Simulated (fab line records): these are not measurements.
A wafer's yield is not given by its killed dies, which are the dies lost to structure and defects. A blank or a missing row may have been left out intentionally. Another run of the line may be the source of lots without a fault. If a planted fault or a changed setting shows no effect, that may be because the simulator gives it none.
Which tool was responsible? :: flow sky130 :: route of 708 steps, sampled at 1 step: 10 lots, 30 wafers

## WHAT EACH GAUGE READ, for each wafer
SKY_POLY_GATE_OVL_MEAS_14.
lot: L698
measured: day 16 19:05
on: overlay-01
POLY_GATE_OVL (nm): 0 -11 -4

lot: L699
measured: day 16 20:05
on: overlay-01
POLY_GATE_OVL (nm): 12 9 9

lot: L701
measured: day 17 18:20
on: overlay-01
POLY_GATE_OVL (nm): -2 -8 -2

lot: L710
measured: day 21 06:24
on: overlay-02
POLY_GATE_OVL (nm): 9 16 17

lot: L713
measured: day 22 10:11
on: overlay-02
POLY_GATE_OVL (nm): -4 -1 2

lot: L714
measured: day 22 19:24
on: overlay-01
POLY_GATE_OVL (nm): 4 1 3

lot: L716
measured: day 23 05:31
on: overlay-01
POLY_GATE_OVL (nm): -3 -2 14

lot: L717
measured: day 23 19:41
on: overlay-01
POLY_GATE_OVL (nm): 5 9 10

lot: L718
measured: day 24 02:19
on: overlay-01
POLY_GATE_OVL (nm): 3 1 0

lot: L719
measured: day 24 10:16
on: overlay-01
POLY_GATE_OVL (nm): -5 4 9

## WHICH TOOL RAN EACH LOT (tool, then ch and the chambers of the sampled wafers, then the start)
No process step before these readings appears in the record.

## AS READ BY THE TOOLS THEMSELVES (means over the sampled wafers that have a number; for cases with no such wafer, the mark the record gives instead)
The record holds no such reading with a usual standard deviation.

## THE ANSWER, worked out from the rows above alone
Rule: the lots themselves supply what counts as usual. The widest of any qualifying gaps counts: lots, ordered by their means at a reading, are off when they make up no more than a third of the lots, leave a main group of 4 or more, and stand apart from it by 3 or more times the standard deviation of that group's means. The tables above print the reading to a certain number of digits; a main group whose means all agree to those digits is not used. Also off: a lot with no number at a reading for which 4 or more lots have one. Where the step has rows for the other lots, those lots are counted as sound. Order of review: gauges by route order, followed by the tools' own readings, for which a lot's mean as printed above is used. At the first step where some lot is off, the reading lying furthest off is the one used; lots without a number count as furthest.
No lot is off at any reading shown: from this, nothing can be told.

## WHAT THE SIMULATOR HAD PUT IN
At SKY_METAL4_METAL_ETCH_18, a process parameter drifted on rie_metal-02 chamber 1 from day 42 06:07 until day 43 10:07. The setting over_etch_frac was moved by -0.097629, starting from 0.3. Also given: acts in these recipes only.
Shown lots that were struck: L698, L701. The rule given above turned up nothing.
